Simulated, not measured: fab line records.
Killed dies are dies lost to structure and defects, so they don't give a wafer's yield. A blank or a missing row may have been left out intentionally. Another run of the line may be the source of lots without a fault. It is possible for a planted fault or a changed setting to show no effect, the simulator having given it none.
Which tool was responsible? + flow sky130 + 42 wafers from 14 lots sampled at 4 of the route's 708 steps

## WHAT THE GAUGES SHOWED, per wafer
The record lacks any reading of a measuring or inspecting step that a usual standard deviation could be used to judge.

## EACH LOT AND THE TOOL THAT RAN IT (in order: tool; ch and the chambers of the sampled wafers; start)
| lot  | SKY_LDD_P_STRIP_10                   | SKY_LOCAL_INTERCONNECT_STRIP_15      | SKY_CONTACT_ETCH_16                | SKY_METAL1_PEB_13                 |
|------|--------------------------------------|--------------------------------------|------------------------------------|-----------------------------------|
| L736 | plasma_asher-03 ch 0,1, day 19 20:39 | plasma_asher-04 ch 0,1, day 31 02:41 | rie_diel-03 ch 0,1,2, day 32 07:53 | litho_track-02 ch 0, day 33 11:00 |
| L737 | plasma_asher-04 ch 0,1, day 20 21:30 | plasma_asher-01 ch 0,1, day 32 00:50 | rie_diel-03 ch 0,1,2, day 33 05:22 | litho_track-01 ch 0, day 34 09:00 |
| L739 | plasma_asher-03 ch 0,1, day 20 23:33 | plasma_asher-01 ch 0,1, day 32 02:14 | rie_diel-04 ch 0,1,3, day 33 06:49 | litho_track-04 ch 0, day 34 10:00 |
| L738 | plasma_asher-03 ch 0,1, day 21 03:37 | plasma_asher-04 ch 0,1, day 32 04:48 | rie_diel-03 ch 0,2,3, day 33 09:16 | litho_track-02 ch 0, day 34 12:00 |
| L741 | plasma_asher-02 ch 0,1, day 21 15:51 | plasma_asher-03 ch 0,1, day 32 14:39 | rie_diel-01 ch 0,1,3, day 33 18:30 | litho_track-04 ch 0, day 34 21:00 |
| L743 | plasma_asher-04 ch 0,1, day 22 06:04 | plasma_asher-04 ch 1, day 33 04:59   | rie_diel-01 ch 0,1,3, day 34 08:27 | litho_track-04 ch 0, day 35 11:00 |
| L745 | plasma_asher-04 ch 0,1, day 23 05:37 | plasma_asher-03 ch 0,1, day 34 02:35 | rie_diel-04 ch 1,2,3, day 35 07:04 | litho_track-01, day 36 09:00      |
| L746 | plasma_asher-02 ch 0,1, day 23 06:09 | plasma_asher-04 ch 0, day 34 02:56   | rie_diel-01 ch 0,1, day 35 07:13   | litho_track-02, day 36 10:00      |
| L750 | plasma_asher-02 ch 1, day 24 19:13   | plasma_asher-03 ch 0,1, day 35 12:10 | rie_diel-04 ch 0,1,3, day 36 16:01 | litho_track-02 ch 0, day 37 19:00 |
| L752 | plasma_asher-04 ch 0,1, day 25 01:42 | plasma_asher-01 ch 0,1, day 35 17:41 | rie_diel-03 ch 1,2,3, day 36 21:10 | litho_track-01 ch 0, day 38 00:00 |
| L751 | plasma_asher-04 ch 0,1, day 25 07:19 | plasma_asher-01 ch 0,1, day 35 20:55 | rie_diel-03 ch 1,3, day 37 00:34   | litho_track-04 ch 0, day 38 04:00 |
| L754 | plasma_asher-02 ch 0,1, day 25 19:00 | plasma_asher-01 ch 0,1, day 36 09:23 | rie_diel-04 ch 0,1,2, day 37 12:51 | litho_track-01 ch 0, day 38 15:00 |
| L755 | plasma_asher-03 ch 0,1, day 26 04:34 | plasma_asher-03 ch 0,1, day 36 18:25 | rie_diel-01 ch 0,2,3, day 37 21:06 | litho_track-02 ch 0, day 38 23:00 |
| L757 | plasma_asher-02 ch 0,1, day 26 20:34 | plasma_asher-03 ch 0,1, day 37 07:30 | rie_diel-03 ch 0,3, day 38 13:04   | litho_track-02 ch 0, day 39 15:00 |
- SKY_LDD_P_STRIP_10: strips in O2/N2.
- SKY_LOCAL_INTERCONNECT_STRIP_15: strips in O2/N2.
- SKY_CONTACT_ETCH_16: etches BARC in N2/H2, stops on SiO2, time 45.9 s, target depth 60 nm.
- SKY_METAL1_PEB_13

## AS READ BY THE TOOLS THEMSELVES (means over the sampled wafers that have a number; for cases with no such wafer, the mark the record gives instead)
SKY_LDD_P_STRIP_10. Usual: drypump_motor_current_A 5.8 A, standard deviation 0.5; oes_product_au 0.715 a.u., standard deviation 0.0046; strip_time_to_endpoint_s 14.18 s, standard deviation 0.047.
| lot  | tool            | drypump_motor_current_A (A) | oes_product_au (a.u.) | strip_time_to_endpoint_s (s) | flag |
|------|-----------------|-----------------------------|-----------------------|------------------------------|------|
| L736 | plasma_asher-03 | 5.8                         | 0.717                 | 14.24                        |      |
| L737 | plasma_asher-04 | 5.3                         | 0.718                 | 14.23                        |      |
| L739 | plasma_asher-03 | 6.0                         | 0.722                 | 14.18                        |      |
| L738 | plasma_asher-03 | 6.0                         | 0.715                 | 14.22                        |      |
| L741 | plasma_asher-02 | 6.0                         | 0.714                 | 14.23                        |      |
| L743 | plasma_asher-04 | 5.3                         | 0.712                 | 14.08                        |      |
| L745 | plasma_asher-04 | 5.6                         | 0.716                 | 14.19                        |      |
| L746 | plasma_asher-02 | 6.0                         | 0.714                 | 14.23                        |      |
| L750 | plasma_asher-02 | 5.7                         | 0.715                 | 14.13                        |      |
| L752 | plasma_asher-04 | 5.6                         | 0.716                 | 14.22                        |      |
| L751 | plasma_asher-04 | 5.3                         | 0.718                 | 14.14                        |      |
| L754 | plasma_asher-02 | 6.0                         | 0.716                 | 14.11                        |      |
| L755 | plasma_asher-03 | 6.0                         | 0.715                 | 14.17                        |      |
| L757 | plasma_asher-02 | 6.0                         | 0.714                 | 14.23                        |      |

SKY_LOCAL_INTERCONNECT_STRIP_15. Usual: drypump_motor_current_A 5.5 A, standard deviation 0.47; oes_product_au 0.428 a.u., standard deviation 0.0043; strip_time_to_endpoint_s 4.740 s, standard deviation 0.019.
| lot  | tool            | drypump_motor_current_A (A) | oes_product_au (a.u.) | strip_time_to_endpoint_s (s) | flag |
|------|-----------------|-----------------------------|-----------------------|------------------------------|------|
| L736 | plasma_asher-04 | 5.3                         | 0.428                 | 4.749                        |      |
| L737 | plasma_asher-01 | 5.2                         | 0.426                 | 4.735                        |      |
| L739 | plasma_asher-01 | 5.5                         | 0.428                 | 4.758                        |      |
| L738 | plasma_asher-04 | 5.3                         | 0.427                 | 4.730                        |      |
| L741 | plasma_asher-03 | 5.8                         | 0.427                 | 4.752                        |      |
| L743 | plasma_asher-04 | 5.9                         | 0.427                 | 4.747                        |      |
| L745 | plasma_asher-03 | 5.8                         | 0.434                 | 4.727                        |      |
| L746 | plasma_asher-04 | 5.0                         | 0.426                 | 4.746                        |      |
| L750 | plasma_asher-03 | 6.0                         | 0.424                 | 4.746                        |      |
| L752 | plasma_asher-01 | 5.2                         | 0.423                 | 4.704                        |      |
| L751 | plasma_asher-01 | 5.2                         | 0.426                 | 4.743                        |      |
| L754 | plasma_asher-01 | 5.5                         | 0.426                 | 4.711                        |      |
| L755 | plasma_asher-03 | 5.8                         | 0.425                 | 4.714                        |      |
| L757 | plasma_asher-03 | 6.0                         | 0.424                 | 4.752                        |      |

SKY_CONTACT_ETCH_16. Usual: bias_w 100.1 W, standard deviation 0.33; drypump_motor_current_A 5.75 A, standard deviation 0.22; oes_product_au 0.854 a.u., standard deviation 0.0044; throttle_valve_pct 13.225 %, standard deviation 0.0079.
| lot  | tool        | bias_w (W) | drypump_motor_current_A (A) | oes_product_au (a.u.) | throttle_valve_pct (%) | flag |
|------|-------------|------------|-----------------------------|-----------------------|------------------------|------|
| L736 | rie_diel-03 | 100.0      | 5.74                        | 0.854                 | 13.222                 |      |
| L737 | rie_diel-03 | 99.7       | 5.72                        | 0.850                 | 13.220                 |      |
| L739 | rie_diel-04 | 100.2      | 5.82                        | 0.855                 | 13.218                 |      |
| L738 | rie_diel-03 | 100.0      | 5.81                        | 0.856                 | 13.226                 |      |
| L741 | rie_diel-01 | 100.0      | 5.77                        | 0.860                 | 13.219                 |      |
| L743 | rie_diel-01 | 100.3      | 5.77                        | 0.851                 | 13.217                 |      |
| L745 | rie_diel-04 | 100.4      | 5.73                        | 0.858                 | 13.232                 |      |
| L746 | rie_diel-01 | 99.7       | 5.66                        | 0.852                 | 13.224                 |      |
| L750 | rie_diel-04 | 100.0      | 5.80                        | 0.854                 | 13.221                 |      |
| L752 | rie_diel-03 | 100.1      | 5.66                        | 0.854                 | 13.224                 |      |
| L751 | rie_diel-03 | 99.9       | 5.70                        | 0.855                 | 13.226                 |      |
| L754 | rie_diel-04 | 100.2      | 5.82                        | 0.851                 | 13.217                 |      |
| L755 | rie_diel-01 | 100.0      | 5.70                        | 0.856                 | 13.227                 |      |
| L757 | rie_diel-03 | 100.4      | 5.94                        | 0.851                 | 13.222                 |      |

SKY_METAL1_PEB_13. Usual: exhaust_pa 44.9 Pa, standard deviation 0.87.
| lot  | tool           | exhaust_pa (Pa) | flag |
|------|----------------|-----------------|------|
| L736 | litho_track-02 | 44.9            |      |
| L737 | litho_track-01 | 44.5            |      |
| L739 | litho_track-04 | 46.2            |      |
| L738 | litho_track-02 | 44.0            |      |
| L741 | litho_track-04 | 46.4            |      |
| L743 | litho_track-04 | 45.4            |      |
| L745 | litho_track-01 | -               | OFF  |
| L746 | litho_track-02 | -               | OFF  |
| L750 | litho_track-02 | 45.2            |      |
| L752 | litho_track-01 | 45.3            |      |
| L751 | litho_track-04 | 44.3            |      |
| L754 | litho_track-01 | 44.4            |      |
| L755 | litho_track-02 | 45.4            |      |
| L757 | litho_track-02 | 44.4            |      |

## THE ANSWER, worked out from the rows above alone
Rule: a lot counts as off when the mean over its wafers that have a number is more than 3 standard deviations away from the usual mean. Also off: a lot with no number at a reading for which 4 or more lots have one. Any other lot the step has rows for is counted as sound. The gauges are gone through in route order, then the tools' own readings, and for those a lot's mean is taken as printed above. At the first step where some lot is off, the reading lying furthest off is the one used; lots without a number count as furthest.
Off: L745, L746, at SKY_METAL1_PEB_13 (exhaust_pa). Without a number there: L745, L746.
If a tool, at that step or one of the process steps before it, ran each lot that is off and ran no sound lot following the first of them, it fits. Of those tried, none fits.

## WHAT WAS PUT IN BY THE SIMULATOR
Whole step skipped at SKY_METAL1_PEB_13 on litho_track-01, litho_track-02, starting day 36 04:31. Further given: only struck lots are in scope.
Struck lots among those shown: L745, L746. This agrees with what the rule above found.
